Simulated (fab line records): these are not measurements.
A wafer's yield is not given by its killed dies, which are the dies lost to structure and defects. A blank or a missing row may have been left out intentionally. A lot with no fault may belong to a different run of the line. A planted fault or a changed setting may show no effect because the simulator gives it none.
Which tool is to blame? + flow gf180mcu + 39 wafers from 13 lots sampled at 4 of the route's 602 steps

== WHAT THE GAUGES READ, wafer by wafer ==
GF_HV_LDD_TW_MEAS_11.
| lot  | measured     | on            | HV_LDD_TW      |
|------|--------------|---------------|----------------|
| L219 | day 9 23:53  | film metro-03 | 2393 2389 2396 |
| L220 | day 10 04:13 | film metro-03 | 2386 2390 2393 |
| L221 | day 10 15:40 | film metro-02 | 2446 2440 2450 |
| L222 | day 10 22:45 | film metro-02 | 2441 2438 2434 |
| L223 | day 11 05:03 | film metro-02 | 2426 2434 2416 |
| L225 | day 11 23:01 | film metro-04 | 2351 2355 2347 |
| L228 | day 12 21:27 | film metro-02 | 2429 2422 2423 |
| L229 | day 13 07:29 | film metro-04 | 2371 2373 2385 |
| L232 | day 14 09:29 | film metro-02 | 2441 2436 2437 |
| L237 | day 15 19:34 | film metro-03 | 2391 2389 2392 |
| L239 | day 16 07:26 | film metro-04 | 2396 2375 2395 |
| L241 | day 16 23:48 | film metro-04 | 2384 2389 2369 |
| L242 | day 17 07:31 | film metro-02 | 2424 2423 2416 |

GF_CONTACT_CD_MEAS_14: target cd 220 nm.
| lot  | measured     | on        | cd nm (nm)                          |
|------|--------------|-----------|-------------------------------------|
| L219 | day 15 22:00 | cd sem-01 | 218.8 217.0 218.5                   |
| L220 | day 16 02:13 | cd sem-02 | 221.5 221.1 221.6                   |
| L221 | day 16 12:43 | cd sem-01 | 216.7 217.6 219.2                   |
| L222 | day 17 00:15 | cd sem-02 | 220.6 220.9 220.2                   |
| L223 | day 17 08:02 | cd sem-01 | 220.5 219.0 220.7                   |
| L225 | day 18 05:04 | cd sem-01 | 220.6 222.2 221.0                   |
| L228 | day 19 14:08 | cd sem-02 | 222.0 220.9 220.9                   |
| L229 | day 20 01:35 | cd sem-01 | 237.6 237.1 237.4 237.8 237.6 237.6 |
| L232 | day 21 08:02 | cd sem-02 | 237.6 235.3 236.6 237.2 235.6 236.9 |
| L237 | day 22 19:58 | cd sem-02 | 219.6 218.8 218.8                   |
| L239 | day 23 11:37 | cd sem-01 | 220.3 220.7 222.3                   |
| L241 | day 24 02:46 | cd sem-02 | 219.9 220.2 219.6                   |
| L242 | day 24 11:07 | cd sem-02 | 221.9 223.0 222.4                   |

GF_M1_RS_MEAS_05: the measuring method here is four-point-probe.
| lot  | measured     | on            | M1_ALCU_RS (ohm/sq)  |
|------|--------------|---------------|----------------------|
| L219 | day 15 23:31 | film metro-03 | 0.0686 0.0687 0.0699 |
| L220 | day 16 03:44 | film metro-04 | 0.0709 0.0697 0.0705 |
| L221 | day 16 14:15 | film metro-01 | 0.0705 0.0709 0.0708 |
| L222 | day 17 01:46 | film metro-04 | 0.0687 0.0685 0.0692 |
| L223 | day 17 09:34 | film metro-04 | 0.0690 0.0695 0.0695 |
| L225 | day 18 06:35 | film metro-04 | 0.0691 0.0697 0.0691 |
| L228 | day 19 15:40 | film metro-04 | 0.0699 0.0696 0.0704 |
| L229 | day 20 13:43 | film metro-01 | 0.0689 0.0697 0.0690 |
| L232 | day 21 14:45 | film metro-01 | 0.0702 0.0700 0.0699 |
| L237 | day 22 21:29 | film metro-04 | 0.0690 0.0696 0.0697 |
| L239 | day 23 13:23 | film metro-03 | 0.0696 0.0692 0.0696 |
| L241 | day 24 04:18 | film metro-04 | 0.0693 0.0690 0.0696 |
| L242 | day 24 12:38 | film metro-01 | 0.0693 0.0689 0.0695 |

== WHAT TOOL EACH LOT RAN ON (gives the tool, then ch and the chambers of the sampled wafers, and finally the start) ==
| lot  | GF_CONTACT_EXPOSE_11              |
|------|-----------------------------------|
| L219 | krf scanner-02 ch 0, day 15 11:53 |
| L220 | krf scanner-02 ch 0, day 15 15:30 |
| L221 | krf scanner-01 ch 0, day 16 02:55 |
| L222 | krf scanner-01 ch 0, day 16 13:02 |
| L223 | krf scanner-01 ch 0, day 16 20:43 |
| L225 | krf scanner-01 ch 0, day 17 17:19 |
| L228 | krf scanner-02 ch 0, day 19 01:53 |
| L229 | krf scanner-01 ch 0, day 19 13:35 |
| L232 | krf scanner-01 ch 0, day 20 19:59 |
| L237 | krf scanner-02 ch 0, day 22 09:01 |
| L239 | krf scanner-02 ch 0, day 23 00:34 |
| L241 | krf scanner-02 ch 0, day 23 15:48 |
| L242 | krf scanner-02 ch 0, day 23 23:37 |
- GF_CONTACT_EXPOSE_11: exposes mask Contact, target cd 220 nm.

== AS READ BY THE TOOLS THEMSELVES (means over the sampled wafers that have a number; for cases with no such wafer, the mark the record gives instead) ==
GF_CONTACT_EXPOSE_11.
| lot  | tool           | exposure dose mJ cm2 |
|------|----------------|----------------------|
| L219 | krf scanner-02 | 38.04                |
| L220 | krf scanner-02 | 38.02                |
| L221 | krf scanner-01 | 37.99                |
| L222 | krf scanner-01 | 38.01                |
| L223 | krf scanner-01 | 38.00                |
| L225 | krf scanner-01 | 38.01                |
| L228 | krf scanner-02 | 38.03                |
| L229 | krf scanner-01 | 42.66                |
| L232 | krf scanner-01 | 41.68                |
| L237 | krf scanner-02 | 37.97                |
| L239 | krf scanner-02 | 38.00                |
| L241 | krf scanner-02 | 38.01                |
| L242 | krf scanner-02 | 37.98                |

== THE ANSWER, worked out from the rows above alone ==
Rule: what is usual is taken from the lots themselves. Put in order of their means at a reading, lots are off if they are a third of the lots or fewer, leave a main group of 4 or more, and stand apart from it by a gap of 3 or more times the standard deviation of the main group's means; of several such gaps the widest counts. If all means in a main group match to the digits the tables above print for the reading, that group is not used. A lot without any number at a reading at which 4 lots or more have one is off too. Where the step has rows for the other lots, those lots are counted as sound. After the gauges, taken in route order, come the tools' own readings; for these a lot's mean is taken, as printed above. The first step at which some lot is off is used, and at that step the reading that is off furthest; a lot without a number counts as furthest.
Off at GF_CONTACT_CD_MEAS_14 (cd nm): L229, L232. For the main group the mean is 220.3 nm and the standard deviation 1.4.
If a tool, at a process step before that reading, ran all the lots that are off and no sound lot after the first of them, it fits. The gauges at GF_CONTACT_CD_MEAS_14 aren't tried: what is off there is off at GF_CONTACT_EXPOSE_11 too, on other tools, and a gauge's error can't cause that. One fits: krf scanner-01 at GF_CONTACT_EXPOSE_11. Its last sound lot is L225 (day 17 17:19), its first lot that is off L229 (day 19 13:35): a fault that began between those two fits.
The tool's own readings at GF_CONTACT_EXPOSE_11 bear it out: on the lots that are off they differ by more than 5 times the standard deviation of the sound lots' means. exposure dose mJ cm2 reads 42.17 there against 38.01 on the sound lots.

== WHAT THE SIMULATOR HAD INSERTED ==
Process parameter drift: krf scanner-01, from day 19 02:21 on, at GF_CONTACT_EXPOSE_11. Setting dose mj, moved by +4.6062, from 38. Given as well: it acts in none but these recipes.
Lots struck among those shown: L229, L232. The rule above reached the same finding.
